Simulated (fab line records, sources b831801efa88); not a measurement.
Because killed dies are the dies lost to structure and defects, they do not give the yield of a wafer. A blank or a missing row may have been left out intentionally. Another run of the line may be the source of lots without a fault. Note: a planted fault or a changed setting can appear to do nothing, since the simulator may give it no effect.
A lot that was struck, set against a sound lot -- flow gf180mcu -- 19 steps out of a route of 602
Sound: the wafers L129.1, L129.2, L129.3. Struck: wafers L145.1, L145.3, L145.4. At the end, the cause is stated.
Each step with rows lists, per side, the tool, then ch with its chambers, then its first start. Under that, the readings that differ: sound wafers -- struck wafers -- difference of the means -- sigmas: that difference in standard deviations of wafers without a fault.
alike: words and numbers the same on both sides, and readings whose means are apart by under 2 such deviations; not compared: readings that were withheld, readings missing a value for some wafer, numbers with overlapping values and no deviation given by the record, and bounds like >300 which may hide the same value.
The two part at a step that has a row with sigmas, a row that says differs or no value, or rows on one side only. Non-overlapping numbers with no deviation appear without sigmas and do not part them. A reading that every wafer of one side lacks parts them only if that side has two wafers or more.

GF_HV_LDD_CD_MEAS_31: the cd target is 400 nm.
  sound on cd sem-02, day 11 06:29; struck on cd sem-02, day 16 16:35
  alike: cd nm
GF_HV_LDD_OVL_MEAS_32:
  sound on overlay-02, day 11 06:36; struck on overlay-01, day 16 16:43
  alike: HV_LDD_02_OVL
then, 4 steps without rows for these wafers: GF_HV_LDD_IMPLANT_33; GF_HV_LDD_IMPLANT_34; GF_HV_LDD_IMPLANT_35; GF_HV_LDD_IMPLANT_36.
GF_HV_LDD_STRIP_37: strips in O2/N2.
  sound on plasma asher-01 ch 0,1, day 11 07:14; struck on plasma asher-01 ch 0,1, day 16 17:21
  alike: chamber pressure mTorr, drypump motor current A, heater power w, n2 flow sccm, oes product au, strip time to endpoint s
  not compared: rf hours counter h
GF_HV_LDD_TW_MEAS_38:
  sound on film metro-02, day 11 07:20; struck on film metro-02, day 16 17:27
  alike: HV_LDD_3_TW
then, 4 steps without rows for these wafers: GF_HV_LDD_DEHYDRATE_39 (time 60 s); GF_HV_LDD_HMDS_40 (prime time 60 s); GF_HV_LDD_COAT_41 (resist thk 1000 nm); GF_HV_LDD_SOFTBAKE_42 (time 60 s).
GF_HV_LDD_EXPOSE_43: exposes mask Pplus HV AREA, target cd 400 nm.
  sound on iline stepper-01 ch 0, day 11 16:43; struck on iline stepper-02 ch 0, day 17 04:40
reading,sound,struck,difference,sigmas
model.HV_LDD.overlay x nm (nm),0.2856 0.2856 0.2856,176.4 176.4 176.4,+176.1,
  alike: mask, exposure dose mJ cm2, reticle temp C
then, 2 steps without rows for these wafers: GF_HV_LDD_PEB_44; GF_HV_LDD_DEVELOP_45 (develop time 60 s).
GF_HV_LDD_CD_MEAS_46: the cd target is 400 nm.
  sound on cd sem-02, day 12 02:29; struck on cd sem-01, day 17 16:05
  alike: cd nm
GF_HV_LDD_OVL_MEAS_47:
  sound on overlay-02, day 12 02:36; struck on overlay-01, day 17 16:13
reading,sound,struck,difference,sigmas
HV_LDD_03_OVL (nm),0.8 -0.7 1.2,178.3 177.3 177.4,+177.2,+99 or more
then, 1 step without rows for these wafers: GF_HV_LDD_IMPLANT_48.
-- here the record skips 16 days between the struck wafers' starts before and after, leaving off in module HV_LDD and picking up in module PASSIVATION (first step shown: number 602 of the route) --
GF_PASSIVATION_PROBE_99:
  rows exist in the record for the struck wafers here (prober-02, day 33 10:09), but not for the sound ones

## WHERE THEY PART
First at GF_HV_LDD_OVL_MEAS_47; last, within this record, at GF_PASSIVATION_PROBE_99.

WHY: whatever the simulator had introduced
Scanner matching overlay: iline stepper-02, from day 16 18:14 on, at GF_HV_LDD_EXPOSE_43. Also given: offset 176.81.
